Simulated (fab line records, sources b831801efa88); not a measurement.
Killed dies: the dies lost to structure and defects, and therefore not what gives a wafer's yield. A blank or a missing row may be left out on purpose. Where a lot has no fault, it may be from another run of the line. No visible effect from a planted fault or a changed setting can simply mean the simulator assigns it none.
One fault seen from 2 desks    flow gf180mcu    each desk has only its own numbers; what lay behind them comes last

FOR THE TOOL OWNER'S DESK: implanter-03
GF_HV_LDD_IMPLANT_35, tool's own readings: per-lot mean of the sampled wafers with a number, covering each lot this tool ran. The brackets show how far a lot's mean lies from the usual mean; more than 4 standard deviations puts the lot out of limits, marked OUT.
Columns: A = dose-ions-cm2 at GF_HV_LDD_IMPLANT_35, usual 7.502e+12; B = faraday-current-uA at GF_HV_LDD_IMPLANT_35, usual 42.3
lot   first seen here  A                            B
L163  day 13 07:37     7.498e+12                    42.1
L168  day 15 03:03     7.501e+12                    42.4
L170  day 15 19:09     8.867e+12 (+99 or more) OUT  49.1 (+8.1) OUT
L171  day 16 05:58     8.866e+12 (+99 or more) OUT  49.3 (+8.3) OUT
This desk's finding: out of limits on L170, L171; first on L170, day 15 19:09 (dose-ions-cm2 at GF_HV_LDD_IMPLANT_35). L163, L168 stayed within limits.

METROLOGY DESK
What the gauges read for every lot (on any tool): the sampled wafers with a number, averaged. The brackets show how far a lot's mean lies from the usual mean; more than 4 standard deviations puts the lot out of limits, marked OUT.
Columns: A = POLY_GATE_OVL at GF_POLY_GATE_OVL_MEAS_11, usual 1 nm; B = cd-nm at GF_HV_LDD_CD_MEAS_31, usual 400.3 nm; C = HV_LDD_RS at GF_HV_LDD_RS_MEAS_53, usual 419.8 ohm/sq
lot   first seen here  A   B      C
L158  day 9 11:52      -5  402.7  420.5
L161  day 10 09:29     6   399.5  419.1
L162  day 10 14:45     -6  403.4  419.8
L163  day 10 21:18     3   399.2  419.7
L168  day 12 11:25     0   398.6  419.4
L169  day 12 14:51     6   403.6  418.1
L170  day 12 22:29     6   401.9  416.5
L171  day 13 09:01     -0  400.3  416.8
L172  day 13 16:47     3   401.0  420.6
L173  day 14 03:35     5   400.1  420.2
L177  day 15 09:10     9   402.2  419.4
L178  day 15 14:41     5   402.6  419.7
L180  day 16 05:59     -8  400.7  421.1
This desk found nothing out of limits on any of the 13 lots.

ALL TOGETHER
An alarm could have come from the tool owner's desk at day 15 19:09, on L170, L171.
Nothing out of limits was seen by the metrology desk.
The metrology desk has L170, L171 on record, within its limits.
All the named lots went through GF_HV_LDD_IMPLANT_35 on implanter-03.

WHAT WAS PUT IN BY THE SIMULATOR
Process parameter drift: implanter-03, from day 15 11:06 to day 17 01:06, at GF_HV_LDD_IMPLANT_35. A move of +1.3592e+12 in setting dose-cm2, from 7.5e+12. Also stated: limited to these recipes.
Struck lots among those shown: L170, L171.
Each desk's first reading out of limits, in hours after the fault started: the tool owner's desk, 8.
